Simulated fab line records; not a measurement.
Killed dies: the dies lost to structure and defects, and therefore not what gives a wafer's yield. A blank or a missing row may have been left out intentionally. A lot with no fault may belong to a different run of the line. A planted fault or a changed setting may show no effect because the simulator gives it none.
8D (eight disciplines) problem report, filled in by code	flow gf180mcu	the parts of the form that need people (team, actions taken, sign-off) are left out

== 1. WHAT IS WRONG ==
At GF_SALICIDE_RTA_06, chamber_o2_ppm averages 1502.000 over 6 wafers from 2 lots, while fault-free wafers read 2.002, standard deviation 0.022. That is +99 or more standard deviations from the usual mean.
The step: time 30 s.
Earliest sighting: wafer L393.2 on rtp_anneal-01 at day 19 07:25. At this step, 18 wafers from 6 lots have a number in the record. The rule behind "out" and "out of limits": a value lying over 4 standard deviations away from the usual mean. The rest of the wafers with a number are treated as sound.

== 2. WHAT IT IS, AND WHAT IT ISN'T ==
question	is	is not
which readings at this step	chamber_o2_ppm	lamp_power_pct, wafer_temp_C_max
which lots	L393, L394	L388, L401, L404, L405
which wafers of those lots	all that have a number	-
read on which tools	rtp_anneal-01	rtp_anneal-02
when	from day 19 07:25	up to then (3 sound wafers); but 9 sound wafers of L401, L404, L405 came after

== 3. THE SUSPECTS, EACH WITH WHAT RULES IT OUT ==
Counting: a tool at any process step up to the reading remains a suspect when it ran all the lots that are out and ran no sound lot after the first of those.
- rtp_anneal-01 at GF_SALICIDE_RTA_06 (time 30 s): ruled out as a lasting fault. The sound lots L405 went through it after L393, its earliest lot that is out (day 19 07:25).
Left after counting: nothing in the record.

== 4. THE CAUSE (what the simulator had put in) ==
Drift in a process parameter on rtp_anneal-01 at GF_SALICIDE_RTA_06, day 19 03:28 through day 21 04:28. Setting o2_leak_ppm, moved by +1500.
Counting ruled it out, wrongly.

== 5. SEQUENCE OF EFFECTS, ordered by route ==
Each row: a reading where the mean over the struck wafers with a number is more than 3 standard deviations away from the usual. Only readings whose record carries a usual standard deviation are examined. hours: median over the lots of the time between each lot's start at the first step of this table that gives one and its start at this step. sigmas: the change, counted in usual standard deviations.
hours	step	reading	usual	on struck wafers	change	sigmas
0	GF_SALICIDE_RTA_06	chamber_o2_ppm	2.002	1502.000	+1499.998	+99 or more
The process steps in it:
- GF_SALICIDE_RTA_06: time 30 s.

== 6. HOW IT WOULD HAVE BEEN CAUGHT EARLIER ==
The fault began at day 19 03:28; the first out-of-limits reading in this record came at day 19 07:25, 4 hours later.
